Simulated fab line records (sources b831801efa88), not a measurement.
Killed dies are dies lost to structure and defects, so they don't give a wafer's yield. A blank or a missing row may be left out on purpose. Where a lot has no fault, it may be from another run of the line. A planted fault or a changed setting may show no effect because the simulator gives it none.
One fault seen from 2 desks | flow gf180mcu | each desk has only its own numbers; what lay behind them comes last

== AT THE METROLOGY DESK ==
What the gauges read for every lot (on any tool): the sampled wafers with a number, averaged. Any lot whose mean is over 4 standard deviations away from the usual mean is out of limits and marked OUT; that distance is given in the brackets.
Columns: A = HV_LDD_TW at GF_HV_LDD_TW_MEAS_11, usual 2427; B = HV_LDD_RS at GF_HV_LDD_RS_MEAS_53, usual 418.6 ohm/sq
lot  | first seen here | A    | B
L504 | day 10 18:19    | 2437 | 418.8
L510 | day 12 13:13    | 2424 | 418.4
L511 | day 13 02:48    | 2427 | 418.6
L512 | day 13 03:02    | 2431 | 418.8
L514 | day 13 15:34    | 2424 | 417.8
L517 | day 14 11:10    | 2421 | 417.6
L520 | day 15 04:34    | 2431 | -
L521 | day 15 12:31    | 2426 | -
L523 | day 15 20:52    | 2415 | 418.7
L524 | day 16 07:09    | 2409 | 418.7
L525 | day 16 16:19    | 2418 | 417.8
L526 | day 16 17:54    | 2421 | 419.0
Finding of this desk: none of the 12 lots has anything out of limits.

== AT THE TOOL OWNER'S DESK: implanter-01 ==
GF_HV_LDD_IMPLANT_36, tool's own readings: per-lot mean of the sampled wafers with a number, covering each lot this tool ran. Any lot whose mean is over 4 standard deviations away from the usual mean is out of limits and marked OUT; that distance is given in the brackets.
Columns: A = tilt deg at GF_HV_LDD_IMPLANT_36, usual 29.999 degrees
lot  | first seen here | A
L504 | day 12 06:56    | 29.957
L510 | day 14 03:16    | 30.009
L512 | day 14 20:25    | 30.002
L514 | day 15 09:00    | 29.985
L520 | day 17 01:40    | 27.357 (-99 or more) OUT
L521 | day 17 10:41    | 27.361 (-99 or more) OUT
Finding of this desk: L520, L521 out of limits; the first was L520 at day 17 01:40, on tilt deg at GF_HV_LDD_IMPLANT_36. L504, L510, L512, L514: within limits.

== BROUGHT TOGETHER ==
The tool owner's desk could have raised an alarm at day 17 01:40, on L520, L521.
Nothing out of limits was seen by the metrology desk.
The metrology desk has L520, L521 on record, within its limits.
The lots listed all ran GF_HV_LDD_IMPLANT_36 on implanter-01.

== WHAT WAS PUT IN BY THE SIMULATOR ==
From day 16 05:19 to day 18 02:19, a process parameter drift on implanter-01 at GF_HV_LDD_IMPLANT_36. A move of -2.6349 in setting tilt deg, from 30. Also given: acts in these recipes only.
Struck lots among those shown: L520, L521.
Delay in hours, fault start to first out-of-limits reading, by desk: the tool owner's desk at 20.
